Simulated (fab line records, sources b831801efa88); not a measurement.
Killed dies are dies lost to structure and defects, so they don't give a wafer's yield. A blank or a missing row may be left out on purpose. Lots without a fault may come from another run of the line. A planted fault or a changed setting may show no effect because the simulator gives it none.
One fault seen from 2 desks | flow gf180mcu | each desk has only its own numbers; what lay behind them comes last

THE TOOL OWNER'S DESK: pvd_sputter-01
The tool's own readings at GF_M3_SPUTTER_02 (material AlCu, target thk 450 nm, time 23.9 s): means of the sampled wafers that have a number, for each lot that ran on this tool. A lot is out of limits, marked OUT, if its mean lies more than 4 standard deviations from the usual mean; the brackets give that distance.
Columns: A = chamber_pressure_pa at GF_M3_SPUTTER_02, usual 0.4000 Pa; B = throttle_valve_pct at GF_M3_SPUTTER_02, usual 30.4 %
lot  | first seen here | A                | B
L341 | day 22 02:42    | 0.4000           | 30.1
L342 | day 22 13:20    | 0.4008           | 29.5
L343 | day 22 23:36    | 0.4223 (+25) OUT | 28.9
L344 | day 23 06:31    | 0.4435 (+49) OUT | 28.9
This desk's finding: out of limits on L343, L344; first on L343, day 22 23:36 (chamber_pressure_pa at GF_M3_SPUTTER_02). In limits: L341, L342.

THE METROLOGY DESK
What the gauges read, lot by lot, whatever tool the lot ran on: means of the sampled wafers that have a number. A lot is out of limits, marked OUT, if its mean lies more than 4 standard deviations from the usual mean; the brackets give that distance.
Columns: A = M2_ALCU_THK at GF_M2_THK_MEAS_06, usual 437 nm; B = M3_ALCU_RS at GF_M3_RS_MEAS_05, usual 0.0694 ohm/sq; C = M3_ALCU_THK at GF_M3_THK_MEAS_06, usual 443 nm
lot  | first seen here | A   | B      | C
L337 | day 18 11:58    | 434 | 0.0690 | 447
L338 | day 18 23:32    | 434 | 0.0684 | 446
L340 | day 19 21:22    | 436 | 0.0680 | 446
L341 | day 19 23:32    | 442 | 0.0697 | 440
L342 | day 20 10:44    | 439 | 0.0693 | 447
L343 | day 20 21:55    | 439 | 0.0701 | 435
L344 | day 21 05:21    | 443 | 0.0715 | 432
L353 | day 24 04:50    | 438 | 0.0688 | 447
L355 | day 25 02:34    | 431 | 0.0701 | 443
L356 | day 25 05:46    | 433 | 0.0696 | 439
L359 | day 26 04:42    | 441 | 0.0692 | 439
This desk's finding: nothing out of limits on any of the 11 lots.

PUT TOGETHER
The tool owner's desk could have raised an alarm at day 22 23:36, on L343, L344.
The metrology desk saw nothing out of limits.
The metrology desk has L343, L344 on record, within its limits.
Of the lots named, all ran GF_M3_SPUTTER_02 on pvd_sputter-01.

WHAT THE SIMULATOR HAD PUT IN
Process parameter drift: pvd_sputter-01, from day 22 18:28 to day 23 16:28, at GF_M3_SPUTTER_02. Setting chamber_pressure_pa, moved by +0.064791, from 0.4. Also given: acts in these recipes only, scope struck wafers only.
Lots struck among those shown: L343, L344.
Hours from the fault's start to each desk's first reading out of limits: the tool owner's desk, 5.
